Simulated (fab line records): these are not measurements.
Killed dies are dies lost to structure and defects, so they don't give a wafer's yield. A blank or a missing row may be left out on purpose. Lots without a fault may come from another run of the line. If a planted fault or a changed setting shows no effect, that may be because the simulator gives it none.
fab line records	flow sky130
record lots=24	wafers=72	last-day=50
route steps=708 shown CONTACT@407 VIA2@529 VIA3@576 METAL4@602 VIA4@652
lots that met no fault: taken from a fault-free run of the same line
start-h: start of the lot's first displayed wafer, in hours after the record's first day	wait-h: how many hours have passed since the lot's step before this one	" unchanged from the row above	L1.1+2: one row covering several wafers at once	- no value, or no start given	* or withheld: withheld	< > ~ a bound
route shown NAME@n: names a module that has steps shown in the file, with the first one's number in the route	usual: average and standard deviation across the fault-free wafers	same: alike in all rows	chamber/n: place in a boat	sites: each site's reading	_std_site: the values' standard deviation	_edge_site: outer sites' mean less inner sites'	radius-mm: how far each site lies from the wafer's centre	mask NAME#n: copy n	behind: the last tool/chamber to shape the wafer	hold: what put the lot on hold/how long, in hours/how the hold closed	device: the transistor (n, p or np) that didn't switch	end of line: the tests these same wafers got at the end of their route	step lacking rows: just its recipe	killed: not the wafer's yield, but the dies lost to structure and defects at the first sort	map: a wafer's dies, marking killed ones x, the rest . and places with no die _
set.NAME: the setting the step ran with; set.NAME@STEP: the setting that earlier step ran with	model.NAME: the simulator's own value behind a step, which no gauge read
steps of the route over a sample of lots; a table a step, a row a wafer
services: from which hour (start-h, from the record's first day; less than 0 if before it) a tool's chamber was out of use, for how many hours, and why
## steps
# step SKY_CONTACT_THK_MEAS_01
# recipe reads=Si3N4_of_CONTACT_CVD_00
# usual CONTACT_CVD_00_THK=75.4/1.2
lot.wafer	tool	chamber	start-h	wait-h	CONTACT_CVD_00_THK[nm]
L074.1	film-metro-02	-	704.72	-	74.1
L074.4	"	-	"	"	75.4
L074.6	"	-	"	"	76.0
L075.2	film-metro-03	-	711.94	-	74.9
L075.5	"	-	"	"	77.4
L075.6	"	-	"	"	76.2
L076.2	film-metro-02	-	712.53	-	74.0
L076.4	"	-	"	"	74.5
L076.5	"	-	"	"	74.0
L077.2	film-metro-03	-	727.26	-	74.3
L077.4	"	-	"	"	77.3
L077.6	"	-	"	"	77.1
L080.1	film-metro-03	-	763.50	-	76.1
L080.5	"	-	"	"	75.8
L080.6	"	-	"	"	77.9
L079.3	film-metro-03	-	765.96	-	74.6
L079.4	"	-	"	"	73.9
L079.5	"	-	"	"	76.6
L078.1	film-metro-01	-	767.35	-	75.4
L078.5	"	-	"	"	77.6
L078.6	"	-	"	"	76.6
L081.2	film-metro-01	-	772.49	-	74.7
L081.3	"	-	"	"	74.6
L081.5	"	-	"	"	75.2
L083.1	film-metro-01	-	777.67	-	73.5
L083.5	"	-	"	"	74.8
L083.6	"	-	"	"	75.7
L082.1	film-metro-01	-	778.78	-	75.0
L082.2	"	-	"	"	74.0
L082.5	"	-	"	"	75.6
L084.1	film-metro-02	-	782.01	-	74.4
L084.2	"	-	"	"	75.4
L084.5	"	-	"	"	75.5
L085.1	film-metro-01	-	797.73	-	74.5
L085.3	"	-	"	"	77.4
L085.5	"	-	"	"	77.2
L086.3	film-metro-02	-	804.62	-	76.9
L086.4	"	-	"	"	76.3
L086.5	"	-	"	"	78.1
L087.1	film-metro-02	-	812.30	-	74.7
L087.4	"	-	"	"	73.6
L087.6	"	-	"	"	75.8
L088.1	film-metro-03	-	815.18	-	73.9
L088.2	"	-	"	"	76.1
L088.3	"	-	"	"	77.1
L089.2	film-metro-01	-	822.19	-	75.7
L089.5	"	-	"	"	76.3
L089.6	"	-	"	"	76.5
L090.2	film-metro-02	-	830.12	-	73.5
L090.3	"	-	"	"	75.4
L090.5	"	-	"	"	75.7
L091.1	film-metro-02	-	838.45	-	73.5
L091.3	"	-	"	"	75.1
L091.5	"	-	"	"	74.4
L092.4	film-metro-03	-	848.48	-	74.7
L092.5	"	-	"	"	75.1
L092.6	"	-	"	"	74.8
L094.1	film-metro-03	-	861.88	-	73.3
L094.2	"	-	"	"	75.5
L094.6	"	-	"	"	75.8
L093.3	film-metro-01	-	861.93	-	74.4
L093.5	"	-	"	"	76.4
L093.6	"	-	"	"	74.3
L095.2	film-metro-03	-	881.55	-	74.9
L095.4	"	-	"	"	75.5
L095.5	"	-	"	"	75.2
L096.1	film-metro-03	-	882.69	-	72.8
L096.2	"	-	"	"	74.7
L096.5	"	-	"	"	74.8
L097.3	film-metro-01	-	883.66	-	75.7
L097.5	"	-	"	"	77.5
L097.6	"	-	"	"	75.5
# step SKY_VIA2_RS_MEAS_22
# recipe thk-meas-gauge=four-point-probe	reads=W_of_VIA2_CVD_21+TiN_of_VIA2_SPUTTER_20
# usual VIA2_W_RS=0.273/0.0053
lot.wafer	tool	chamber	start-h	wait-h	VIA2_W_RS[ohm/sq]
L074.1	film-metro-03	-	845.41	0.1	0.265
L074.4	"	-	"	"	0.278
L074.6	"	-	"	"	0.268
L075.2	film-metro-03	-	853.98	0.1	0.269
L075.5	"	-	"	"	0.266
L075.6	"	-	"	"	0.281
L076.2	film-metro-03	-	855.23	0.1	0.270
L076.4	"	-	"	"	0.276
L076.5	"	-	"	"	0.268
L077.2	film-metro-01	-	868.88	0.1	0.267
L077.4	"	-	"	"	0.277
L077.6	"	-	"	"	0.274
L080.1	film-metro-03	-	900.64	0.1	0.271
L080.5	"	-	"	"	0.279
L080.6	"	-	"	"	0.267
L079.3	film-metro-02	-	905.16	0.1	0.282
L079.4	"	-	"	"	0.272
L079.5	"	-	"	"	0.282
L078.1	film-metro-01	-	905.94	0.1	0.265
L078.5	"	-	"	"	0.277
L078.6	"	-	"	"	0.268
L081.2	film-metro-01	-	911.43	0.1	0.280
L081.3	"	-	"	"	0.268
L081.5	"	-	"	"	0.269
L083.1	film-metro-02	-	916.08	0.1	0.277
L083.5	"	-	"	"	0.278
L083.6	"	-	"	"	0.264
L082.1	film-metro-02	-	917.50	0.1	0.267
L082.2	"	-	"	"	0.276
L082.5	"	-	"	"	0.278
L084.1	film-metro-03	-	920.13	0.1	0.272
L084.2	"	-	"	"	0.276
L084.5	"	-	"	"	0.274
L085.1	film-metro-02	-	933.74	0.1	0.261
L085.3	"	-	"	"	0.270
L085.5	"	-	"	"	0.260
L086.3	film-metro-01	-	941.05	0.1	0.267
L086.4	"	-	"	"	0.277
L086.5	"	-	"	"	0.265
L087.1	film-metro-02	-	947.19	0.1	0.275
L087.4	"	-	"	"	0.277
L087.6	"	-	"	"	0.274
L088.1	film-metro-03	-	950.22	0.1	0.269
L088.2	"	-	"	"	0.279
L088.3	"	-	"	"	0.277
L089.2	film-metro-03	-	957.52	0.1	0.278
L089.5	"	-	"	"	0.276
L089.6	"	-	"	"	0.279
L090.2	film-metro-01	-	964.70	0.1	0.274
L090.3	"	-	"	"	0.269
L090.5	"	-	"	"	0.264
L091.1	film-metro-03	-	970.95	0.1	0.269
L091.3	"	-	"	"	0.267
L091.5	"	-	"	"	0.269
L092.4	film-metro-01	-	979.13	0.1	0.279
L092.5	"	-	"	"	0.276
L092.6	"	-	"	"	0.278
L094.1	film-metro-03	-	992.26	0.1	0.271
L094.2	"	-	"	"	0.277
L094.6	"	-	"	"	0.274
L093.3	film-metro-01	-	993.19	0.1	0.272
L093.5	"	-	"	"	0.274
L093.6	"	-	"	"	0.276
L095.2	film-metro-02	-	1009.80	0.1	0.274
L095.4	"	-	"	"	0.272
L095.5	"	-	"	"	0.271
L096.1	film-metro-01	-	1010.84	0.1	0.267
L096.2	"	-	"	"	0.272
L096.5	"	-	"	"	0.274
L097.3	film-metro-02	-	1011.44	0.1	0.275
L097.5	"	-	"	"	0.276
L097.6	"	-	"	"	0.278
# step SKY_VIA3_BOW_MEAS_03
# recipe mode=bow
# usual VIA3_BOW=80/8.5
lot.wafer	tool	chamber	start-h	wait-h	VIA3_BOW[um]
L074.1	film-metro-03	-	899.45	0.2	86
L074.4	"	-	"	"	97
L074.6	"	-	"	"	79
L075.2	film-metro-04	-	907.20	0.3	76
L075.5	"	-	"	"	67
L075.6	"	-	"	"	84
L076.2	film-metro-03	-	910.20	0.2	79
L076.4	"	-	"	"	76
L076.5	"	-	"	"	76
L077.2	film-metro-03	-	922.75	0.2	86
L077.4	"	-	"	"	78
L077.6	"	-	"	"	70
L080.1	film-metro-03	-	952.35	0.2	71
L080.5	"	-	"	"	77
L080.6	"	-	"	"	89
L079.3	film-metro-03	-	956.97	0.1	86
L079.4	"	-	"	"	74
L079.5	"	-	"	"	78
L078.1	film-metro-04	-	957.63	0.2	65
L078.5	"	-	"	"	58
L078.6	"	-	"	"	63
L081.2	film-metro-04	-	963.31	0.2	71
L081.3	"	-	"	"	72
L081.5	"	-	"	"	83
L083.1	film-metro-03	-	966.53	0.2	71
L083.5	"	-	"	"	68
L083.6	"	-	"	"	72
L082.1	film-metro-03	-	969.80	0.1	99
L082.2	"	-	"	"	87
L082.5	"	-	"	"	82
L084.1	film-metro-04	-	971.10	0.2	74
L084.2	"	-	"	"	74
L084.5	"	-	"	"	73
L085.1	film-metro-01	-	984.01	0.2	77
L085.3	"	-	"	"	81
L085.5	"	-	"	"	85
L086.3	film-metro-03	-	990.63	0.2	92
L086.4	"	-	"	"	83
L086.5	"	-	"	"	80
L087.1	film-metro-01	-	997.59	0.2	95
L087.4	"	-	"	"	89
L087.6	"	-	"	"	87
L088.1	film-metro-03	-	999.23	0.2	73
L088.2	"	-	"	"	74
L088.3	"	-	"	"	69
L089.2	film-metro-01	-	1007.48	0.2	84
L089.5	"	-	"	"	80
L089.6	"	-	"	"	88
L090.2	film-metro-01	-	1014.56	0.2	94
L090.3	"	-	"	"	91
L090.5	"	-	"	"	92
L091.1	film-metro-03	-	1020.17	0.1	71
L091.3	"	-	"	"	80
L091.5	"	-	"	"	77
L092.4	film-metro-04	-	1027.59	0.2	82
L092.5	"	-	"	"	77
L092.6	"	-	"	"	92
L094.1	film-metro-01	-	1040.76	0.1	82
L094.2	"	-	"	"	72
L094.6	"	-	"	"	85
L093.3	film-metro-04	-	1042.00	0.3	77
L093.5	"	-	"	"	81
L093.6	"	-	"	"	74
L095.2	film-metro-04	-	1056.71	0.2	77
L095.4	"	-	"	"	79
L095.5	"	-	"	"	83
L096.1	film-metro-01	-	1058.21	0.1	90
L096.2	"	-	"	"	78
L096.5	"	-	"	"	90
L097.3	film-metro-01	-	1059.02	0.2	77
L097.5	"	-	"	"	89
L097.6	"	-	"	"	79
# step SKY_VIA3_CVD_21
# recipe material=W	target-thk-nm=390	time-s=117.31	temp-c=400	pressure-torr=40
# usual heater-power-w=896/95
lot.wafer	tool	chamber	start-h	wait-h	heater-power-w
L074.1	cvd-w-02	0	925.49	0.0	1056
L074.4	"	1	"	"	879
L074.6	"	1	"	"	872
L075.2	cvd-w-01	0	932.43	0.0	765
L075.5	"	1	"	"	838
L075.6	"	0	"	"	782
L076.2	cvd-w-01	1	935.64	0.0	854
L076.4	"	1	"	"	843
L076.5	"	0	"	"	809
L077.2	cvd-w-02	0	948.64	0.0	1058
L077.4	"	1	"	"	869
L077.6	"	1	"	"	878
L080.1	cvd-w-01	1	977.03	0.0	887
L080.5	"	1	"	"	853
L080.6	"	0	"	"	794
L079.3	cvd-w-01	0	981.19	0.1	797
L079.4	"	1	"	"	863
L079.5	"	0	"	"	801
L078.1	cvd-w-01	0	982.52	0.0	788
L078.5	"	1	"	"	866
L078.6	"	0	"	"	791
L081.2	cvd-w-02	0	987.54	0.0	1048
L081.3	"	1	"	"	866
L081.5	"	0	"	"	1033
L083.1	cvd-w-01	0	991.10	0.0	778
L083.5	"	1	"	"	849
L083.6	"	0	"	"	791
L082.1	cvd-w-01	1	994.08	0.0	884
L082.2	"	0	"	"	795
L082.5	"	0	"	"	777
L084.1	cvd-w-02	1	995.07	0.0	862
L084.2	"	0	"	"	1041
L084.5	"	1	"	"	873
L085.1	cvd-w-02	0	1008.35	0.0	1069
L085.3	"	0	"	"	1050
L085.5	"	0	"	"	1041
L086.3	cvd-w-02	1	1014.96	0.1	878
L086.4	"	0	"	"	1054
L086.5	"	1	"	"	884
L087.1	cvd-w-01	1	1021.71	0.0	847
L087.4	"	0	"	"	782
L087.6	"	1	"	"	860
L088.1	cvd-w-01	0	1022.86	0.0	797
L088.2	"	1	"	"	874
L088.3	"	1	"	"	864
L089.2	cvd-w-01	0	1031.46	0.0	799
L089.5	"	0	"	"	779
L089.6	"	1	"	"	882
L090.2	cvd-w-02	1	1037.52	0.0	880
L090.3	"	0	"	"	1038
L090.5	"	0	"	"	1043
L091.1	cvd-w-02	1	1044.02	0.0	875
L091.3	"	1	"	"	893
L091.5	"	1	"	"	895
L092.4	cvd-w-01	0	1050.64	0.1	807
L092.5	"	0	"	"	792
L092.6	"	1	"	"	866
L094.1	cvd-w-02	0	1063.27	0.0	1068
L094.2	"	1	"	"	888
L094.6	"	1	"	"	885
L093.3	cvd-w-02	1	1064.07	0.1	879
L093.5	"	1	"	"	881
L093.6	"	0	"	"	1046
L095.2	cvd-w-02	1	1079.02	0.0	875
L095.4	"	1	"	"	888
L095.5	"	1	"	"	893
L096.1	cvd-w-02	0	1080.40	0.0	1056
L096.2	"	1	"	"	893
L096.5	"	0	"	"	1070
L097.3	cvd-w-01	1	1081.16	0.1	862
L097.5	"	1	"	"	860
L097.6	"	0	"	"	787
# step SKY_METAL4_SPUTTER_04
# recipe material=TiN	target-thk-nm=70	power-w=6500	time-s=58.3	chamber-pressure-pa=0.4
# usual throttle-valve-pct=29.7/0.8
lot.wafer	tool	chamber	start-h	wait-h	throttle-valve-pct
L074.1	pvd-sputter-02	-	926.19	0.0	29.2
L074.4	"	-	"	"	30.3
L074.6	"	-	"	"	29.3
L075.2	pvd-sputter-02	-	933.14	0.0	29.5
L075.5	"	-	"	"	30.7
L075.6	"	-	"	"	29.7
L076.2	pvd-sputter-04	-	936.35	0.0	30.1
L076.4	"	-	"	"	30.2
L076.5	"	-	"	"	30.0
L077.2	pvd-sputter-02	-	949.35	0.0	30.3
L077.4	"	-	"	"	29.7
L077.6	"	-	"	"	29.5
L080.1	pvd-sputter-01	-	977.74	0.0	29.8
L080.5	"	-	"	"	30.0
L080.6	"	-	"	"	27.9
L079.3	pvd-sputter-04	-	981.86	0.0	30.9
L079.4	"	-	"	"	29.1
L079.5	"	-	"	"	30.2
L078.1	pvd-sputter-02	-	983.23	0.0	30.1
L078.5	"	-	"	"	30.3
L078.6	"	-	"	"	29.5
L081.2	pvd-sputter-01	-	988.25	0.0	30.2
L081.3	"	-	"	"	29.7
L081.5	"	-	"	"	28.0
L083.1	pvd-sputter-02	-	991.81	0.0	30.3
L083.5	"	-	"	"	30.5
L083.6	"	-	"	"	29.3
L082.1	pvd-sputter-02	-	994.78	0.0	29.3
L082.2	"	-	"	"	30.3
L082.5	"	-	"	"	29.2
L084.1	pvd-sputter-04	-	995.78	0.0	31.0
L084.2	"	-	"	"	29.4
L084.5	"	-	"	"	30.1
L085.1	pvd-sputter-04	-	1009.06	0.0	29.3
L085.3	"	-	"	"	30.9
L085.5	"	-	"	"	29.9
L086.3	pvd-sputter-02	-	1015.63	0.0	30.1
L086.4	"	-	"	"	30.6
L086.5	"	-	"	"	30.5
L087.1	pvd-sputter-01	-	1022.42	0.0	28.0
L087.4	"	-	"	"	30.2
L087.6	"	-	"	"	29.6
L088.1	pvd-sputter-01	-	1023.57	0.0	29.8
L088.2	"	-	"	"	28.0
L088.3	"	-	"	"	30.3
L089.2	pvd-sputter-01	-	1032.17	0.0	29.8
L089.5	"	-	"	"	29.7
L089.6	"	-	"	"	29.8
L090.2	pvd-sputter-01	-	1038.25	0.0	29.7
L090.3	"	-	"	"	29.6
L090.5	"	-	"	"	30.1
L091.1	pvd-sputter-01	-	1044.79	0.0	29.8
L091.3	"	-	"	"	29.7
L091.5	"	-	"	"	30.3
L092.4	pvd-sputter-02	-	1051.31	0.0	30.3
L092.5	"	-	"	"	29.6
L092.6	"	-	"	"	30.3
L094.1	pvd-sputter-02	-	1064.09	0.0	30.3
L094.2	"	-	"	"	29.5
L094.6	"	-	"	"	30.3
L093.3	pvd-sputter-02	-	1064.73	0.0	29.4
L093.5	"	-	"	"	29.6
L093.6	"	-	"	"	30.6
L095.2	pvd-sputter-02	-	1079.73	0.0	30.3
L095.4	"	-	"	"	29.4
L095.5	"	-	"	"	30.4
L096.1	pvd-sputter-01	-	1081.11	0.0	30.0
L096.2	"	-	"	"	30.0
L096.5	"	-	"	"	28.0
L097.3	pvd-sputter-04	-	1081.83	0.0	30.2
L097.5	"	-	"	"	30.3
L097.6	"	-	"	"	31.1
# step SKY_VIA4_STRIP_13
# recipe chemistry=O2/N2	power-w=1400	pressure-mtorr=1500	platen-temp-c=withheld	o2-flow-sccm=3000	n2-flow-sccm=300	overash-fraction=0.5
# usual drypump-motor-current-A=5.6/0.32	oes-product-au=0.709/0.0045	strip-time-to-endpoint-s=12.81/0.033
lot.wafer	tool	chamber	start-h	wait-h	drypump-motor-current-A	oes-product-au	rf-hours-counter-h	strip-time-to-endpoint-s
L074.1	plasma-asher-03	1	998.50	-	5.7	0.707	84	12.77
L074.4	"	1	"	"	5.7	0.710	-	12.81
L074.6	"	0	"	"	6.0	0.718	-	12.78
L075.2	plasma-asher-04	0	1005.85	-	5.4	0.699	26	12.83
L075.5	"	0	"	"	5.4	0.712	-	12.82
L075.6	"	1	"	"	5.6	0.707	-	12.78
L076.2	plasma-asher-04	0	1009.70	-	5.4	0.703	26	12.82
L076.4	"	0	"	"	5.4	0.708	-	12.80
L076.5	"	1	"	"	5.6	0.712	-	12.77
L077.2	plasma-asher-04	0	1021.06	-	5.4	0.711	27	12.82
L077.4	"	1	"	"	5.6	0.712	-	12.79
L077.6	"	1	"	"	5.6	0.712	-	12.80
L080.1	plasma-asher-02	0	1048.14	-	4.9	0.705	63	12.80
L080.5	"	1	"	"	5.7	0.705	-	12.78
L080.6	"	0	"	"	4.9	0.709	-	12.79
L079.3	plasma-asher-04	0	1052.47	-	5.4	0.707	-	12.81
L079.4	"	1	"	"	5.6	0.708	-	12.77
L079.5	"	1	"	"	5.6	0.715	-	12.81
L078.1	plasma-asher-03	1	1052.74	-	5.7	0.708	89	12.77
L078.5	"	0	"	"	6.0	0.699	-	12.78
L078.6	"	1	"	"	5.7	0.707	-	12.77
L081.2	plasma-asher-03	0	1056.89	-	6.0	0.710	89	12.77
L081.3	"	0	"	"	6.0	0.714	-	12.79
L081.5	"	1	"	"	5.7	0.709	-	12.80
L083.1	plasma-asher-03	1	1061.19	-	5.7	0.714	90	12.76
L083.5	"	1	"	"	5.7	0.708	-	12.79
L083.6	"	0	"	"	6.0	0.701	-	12.84
L082.1	plasma-asher-03	0	1063.69	-	6.0	0.712	90	12.77
L082.2	"	1	"	"	5.7	0.707	90	12.81
L082.5	"	1	"	"	5.7	0.706	-	12.81
L084.1	plasma-asher-03	1	1066.05	-	5.7	0.712	90	12.82
L084.2	"	0	"	"	6.0	0.704	90	12.83
L084.5	"	1	"	"	5.7	0.716	-	12.82
L085.1	plasma-asher-03	0	1077.41	-	6.0	0.708	91	12.77
L085.3	"	0	"	"	6.0	0.705	-	12.83
L085.5	"	1	"	"	5.7	0.710	-	12.83
L086.3	plasma-asher-03	0	1082.87	-	6.0	0.705	-	12.81
L086.4	"	1	"	"	5.7	0.712	-	12.76
L086.5	"	0	"	"	6.0	0.710	-	12.78
L087.1	plasma-asher-02	0	1089.24	-	4.9	0.704	68	12.76
L087.4	"	0	"	"	4.9	0.718	-	12.81
L087.6	"	0	"	"	4.9	0.708	-	12.79
L088.1	plasma-asher-04	0	1090.40	-	5.4	0.707	34	12.76
L088.2	"	1	"	"	5.6	0.702	34	12.78
L088.3	"	0	"	"	5.4	0.718	-	12.80
L089.2	plasma-asher-03	1	1097.94	-	5.7	0.711	93	12.83
L089.5	"	0	"	"	6.0	0.708	-	12.79
L089.6	"	1	"	"	5.7	0.718	-	12.78
L090.2	plasma-asher-03	0	1103.69	-	6.0	0.716	94	12.78
L090.3	"	0	"	"	6.0	0.703	-	12.82
L090.5	"	0	"	"	6.0	0.711	-	12.81
L091.1	plasma-asher-03	0	1109.81	-	6.0	0.709	95	12.84
L091.3	"	1	"	"	5.7	0.708	-	12.83
L091.5	"	0	"	"	6.0	0.712	-	12.83
L092.4	plasma-asher-03	0	1114.67	-	6.0	0.708	-	12.79
L092.5	"	0	"	"	6.0	0.709	-	12.83
L092.6	"	1	"	"	5.7	0.707	-	12.76
L094.1	plasma-asher-04	0	1127.31	-	5.4	0.706	38	12.79
L094.2	"	1	"	"	5.6	0.712	38	12.78
L094.6	"	1	"	"	5.6	0.715	-	12.80
L093.3	plasma-asher-02	0	1128.44	-	4.9	0.711	-	12.86
L093.5	"	1	"	"	5.7	0.709	-	12.90
L093.6	"	0	"	"	4.9	0.704	-	12.89
L095.2	plasma-asher-02	1	1140.81	-	5.7	0.713	72	12.84
L095.4	"	1	"	"	5.7	0.712	-	12.86
L095.5	"	0	"	"	4.9	0.710	-	12.86
L096.1	plasma-asher-04	0	1141.90	-	5.5	0.710	39	12.89
L096.2	"	1	"	"	5.6	0.706	39	12.87
L096.5	"	1	"	"	5.6	0.704	-	12.76
L097.3	plasma-asher-02	0	1143.62	-	4.8	0.707	-	12.77
L097.5	"	0	"	"	4.9	0.706	-	12.77
L097.6	"	1	"	"	5.7	0.713	-	12.79
## services
tool	chamber	start-h	hours	kind
cvd-w-01	-	904.00	14.0	pm
cvd-w-01	0	904.00	14.0	vent-cycle
cvd-w-01	1	904.00	14.0	vent-cycle
pvd-sputter-04	-	911.62	2.0	repair
cvd-w-01	-	913.34	0.5	repair
cvd-w-01	-	938.59	1.1	repair
pvd-sputter-02	-	938.69	2.4	repair
pvd-sputter-01	-	945.79	17.2	repair
pvd-sputter-02	-	946.04	2.1	repair
plasma-asher-04	-	970.99	0.3	repair
plasma-asher-04	-	976.48	12.1	repair
plasma-asher-03	-	986.46	5.3	repair
cvd-w-02	1	1000.94	4.2	repair
plasma-asher-03	-	1011.52	2.3	repair
pvd-sputter-02	-	1037.62	3.0	repair
cvd-w-02	0	1044.20	1.5	repair
pvd-sputter-01	-	1059.73	1.0	repair
pvd-sputter-02	-	1082.27	1.6	repair
pvd-sputter-04	-	1092.30	6.6	repair
plasma-asher-02	-	1097.00	2.8	pm
plasma-asher-04	-	1102.75	0.4	repair
pvd-sputter-04	-	1136.99	2.6	repair
cvd-w-02	1	1137.34	3.7	repair
plasma-asher-04	-	1142.88	16.5	repair
## key
fault none
